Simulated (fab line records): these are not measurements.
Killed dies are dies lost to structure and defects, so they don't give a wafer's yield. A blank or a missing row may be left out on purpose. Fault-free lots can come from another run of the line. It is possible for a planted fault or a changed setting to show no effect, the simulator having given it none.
Which tool is to blame? | flow gf180mcu | 7 lots with 21 wafers sampled at 2 steps, on a route of 602 steps

== WHAT EACH GAUGE READ, for each wafer ==
GF_V5_THK_MEAS_01.
lot  | measured     | on            | V5_CVD_00_THK (nm)
L504 | day 26 16:39 | film_metro-03 | 303 303 303
L507 | day 27 15:53 | film_metro-03 | 298 297 300
L512 | day 29 04:48 | film_metro-03 | 291 292 295
L514 | day 29 20:28 | film_metro-03 | 295 297 290
L518 | day 30 17:45 | film_metro-03 | 299 302 300
L524 | day 32 12:05 | film_metro-01 | 300 298 298
L526 | day 32 20:29 | film_metro-03 | 298 303 302

== WHICH TOOL RAN EACH LOT (tool, then ch and the chambers of the sampled wafers, then the start) ==
lot  | GF_V1_CVD_00
L504 | hdpcvd-02 ch 0,1,2, day 17 12:30
L507 | hdpcvd-02 ch 0,1, day 18 15:55
L512 | hdpcvd-01 ch 0,1,2, day 20 13:15
L514 | hdpcvd-02 ch 0,1, day 21 09:22
L518 | hdpcvd-01 ch 1,2, day 22 12:03
L524 | hdpcvd-02 ch 0,1,2, day 24 18:32
L526 | hdpcvd-02 ch 0,1, day 25 07:08
- GF_V1_CVD_00: deposits SiO2, target thk 600 nm, time 100 s.

== THE ANSWER, worked out from the rows above alone ==
Rule: the lots themselves supply what counts as usual. The widest of any qualifying gaps counts: lots, ordered by their means at a reading, are off when they make up no more than a third of the lots, leave a main group of 4 or more, and stand apart from it by 3 or more times the standard deviation of that group's means. The tables above print the reading to a certain number of digits; a main group whose means all agree to those digits is not used. Also off: a lot with no number at a reading for which 4 or more lots have one. Where the step has rows for the other lots, those lots are counted as sound.
Nothing can be told from this: no lot is off at any reading shown.

== WHAT THE SIMULATOR HAD INSERTED ==
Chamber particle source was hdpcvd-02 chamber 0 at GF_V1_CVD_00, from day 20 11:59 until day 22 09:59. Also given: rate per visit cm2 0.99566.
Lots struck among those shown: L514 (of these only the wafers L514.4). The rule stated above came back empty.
